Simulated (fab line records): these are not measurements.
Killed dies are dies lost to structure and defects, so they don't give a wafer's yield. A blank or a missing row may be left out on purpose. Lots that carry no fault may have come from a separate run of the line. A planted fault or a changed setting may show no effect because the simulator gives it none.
Comparing a struck lot with a sound one | flow gf180mcu | 22 steps out of a route of 602
Sound: the wafers L701.3, L701.4, L701.5. The struck wafers were L692.2, L692.3, L692.4. The cause is named last.
For every step that has rows: the tool of each side, followed by ch and its chambers, followed by its first start. Under that, the readings that differ: sound wafers | struck wafers | difference of the means | sigmas: that difference in standard deviations of wafers without a fault.
alike: same words and numbers on both sides, and readings whose means sit less than 2 such deviations apart. not compared: any withheld reading, any reading some wafer has no value for, any bound like >300 that may hide the same value, and any number with overlapping values for which the record gives no deviation.
The two part at a step that has a row with sigmas, a row that says differs or no value, or rows on one side only. Non-overlapping numbers with no deviation appear without sigmas and do not part them. A reading that every wafer of one side lacks parts them only if that side has two wafers or more.

GF_VT_IMPLANT_RTA_45: time 30 s.
  sound on rtp anneal-02 ch 0, day 11 01:50; struck on rtp anneal-01 ch 0, day 8 17:25
  reading            | sound                | struck               | difference | sigmas
  lamp power pct (%) | 31.7 31.7 31.7       | 36.9 36.9 36.9       | +5.2       | +2
  wafer_temp_C_max   | 1055.8 1054.4 1054.3 | 1052.1 1053.3 1051.4 | -2.6       | -3
GF_VT_IMPLANT_RS_MEAS_46: measurement is done with a four-point probe.
  struck on film metro-03, day 8 17:31; sound on film metro-04, day 11 01:56
  reading          | sound             | struck            | difference | sigmas
  MVSD_RS (ohm/sq) | 455.0 452.7 455.9 | 456.6 457.4 456.3 | +2.2       | +2
GF_VT_IMPLANT_RS_MEAS_47: measurement is done with a four-point probe.
  struck on film metro-03, day 8 17:38; sound on film metro-04, day 11 02:03
  alike: NWELL_RS
GF_VT_IMPLANT_RS_MEAS_48: measurement is done with a four-point probe.
  struck on film metro-03, day 8 17:46; sound on film metro-04, day 11 02:10
  reading             | sound          | struck         | difference | sigmas
  LVPWELL_RS (ohm/sq) | 1192 1190 1193 | 1202 1201 1198 | +9         | +3
GF_VT_IMPLANT_RS_MEAS_49: measurement is done with a four-point probe.
  struck on film metro-03, day 8 17:53; sound on film metro-04, day 11 02:17
  alike: MVPSD_RS
then, 4 steps without rows for these wafers: GF_VT_IMPLANT_WET_ETCH_50 (etches SiO2 in dHF, target depth 20 nm, time 400 s); GF_DUAL_GATE_CLEAN_00 (cleans in SC1/SC2, time 150 s); GF_DUAL_GATE_CLEAN_01 (cleans in dHF, time 20 s); GF_DUAL_GATE_OXIDATION_02 (stabilise 600 s, purge 300 s, target thk 10.887 nm).
GF_DUAL_GATE_THK_MEAS_03:
  struck on film metro-04, day 8 19:38; sound on film metro-01, day 11 06:05
  alike: DUAL_GATE_OXIDATION_00_THK
then, 2 steps without rows for these wafers: GF_DUAL_GATE_DEHYDRATE_04 (time 60 s); GF_DUAL_GATE_HMDS_05 (prime time 60 s).
GF_DUAL_GATE_COAT_06: resist thk 1000 nm.
  sound on litho track-02 ch 0, day 11 15:34; struck on litho track-03 ch 0, day 9 04:11
  reading                                        | sound                | struck               | difference | sigmas
  spin speed rpm (rpm)                           | 3001.1 3000.1 3000.8 | 2633.7 2631.8 2632.1 | -368.1     | -99 or more
  model.NOVOLAK_of_DUAL_GATE_COAT_06.thk nm (nm) | 1002 998.6 996.6     | 1069 1070 1072       | +71        |
  alike: chill plate temp C
then, 3 steps without rows for these wafers: GF_DUAL_GATE_SOFTBAKE_07 (time 60 s); GF_DUAL_GATE_EXPOSE_08 (exposes mask Dualgate, target cd 700 nm); GF_DUAL_GATE_PEB_09.
GF_DUAL_GATE_DEVELOP_10: develop time 60 s.
  sound on litho track-02 ch 0, day 12 01:16; struck on litho track-03 ch 0, day 9 12:26
  reading                                        | sound             | struck         | difference | sigmas
  model.NOVOLAK_of_DUAL_GATE_COAT_06.thk nm (nm) | 997.9 994.9 992.9 | 1065 1066 1068 | +71        |
  alike: chill plate temp C
GF_DUAL_GATE_OVL_MEAS_11:
  struck on overlay-01, day 9 12:34; sound on overlay-02, day 12 01:22
  alike: DUAL_GATE_OVL
then, 1 step without rows for these wafers: GF_DUAL_GATE_WET_ETCH_12 (etches SiO2 in dHF, target depth 13 nm, time 260 s).
GF_DUAL_GATE_STRIP_13: strips in O2/N2.
  sound on plasma asher-04 ch 0,1, day 12 01:31; struck on plasma asher-04 ch 0,1, day 9 12:41
  reading                      | sound             | struck            | difference | sigmas
  strip time to endpoint s (s) | 12.61 12.57 12.56 | 13.28 13.32 13.33 | +0.73      | +23
  alike: drypump motor current A, heater power w, oes product au
  not compared: rf hours counter h
then, 1 step without rows for these wafers: GF_DUAL_GATE_CLEAN_14 (cleans in SC1/SC2, time 150 s).
-- the record jumps here: 21 days lie between the struck wafers' starts before and after (it left off in module DUAL_GATE and takes up again in module PASSIVATION, whose first step shown is number 602 of the route) --
GF_PASSIVATION_PROBE_99:
  rows exist in the record for the struck wafers here (prober-02, day 30 04:49), but not for the sound ones

WHERE THEY PART
Last at GF_PASSIVATION_PROBE_99 as far as this record goes, first at GF_VT_IMPLANT_RTA_45.

WHY: what the simulator had put in
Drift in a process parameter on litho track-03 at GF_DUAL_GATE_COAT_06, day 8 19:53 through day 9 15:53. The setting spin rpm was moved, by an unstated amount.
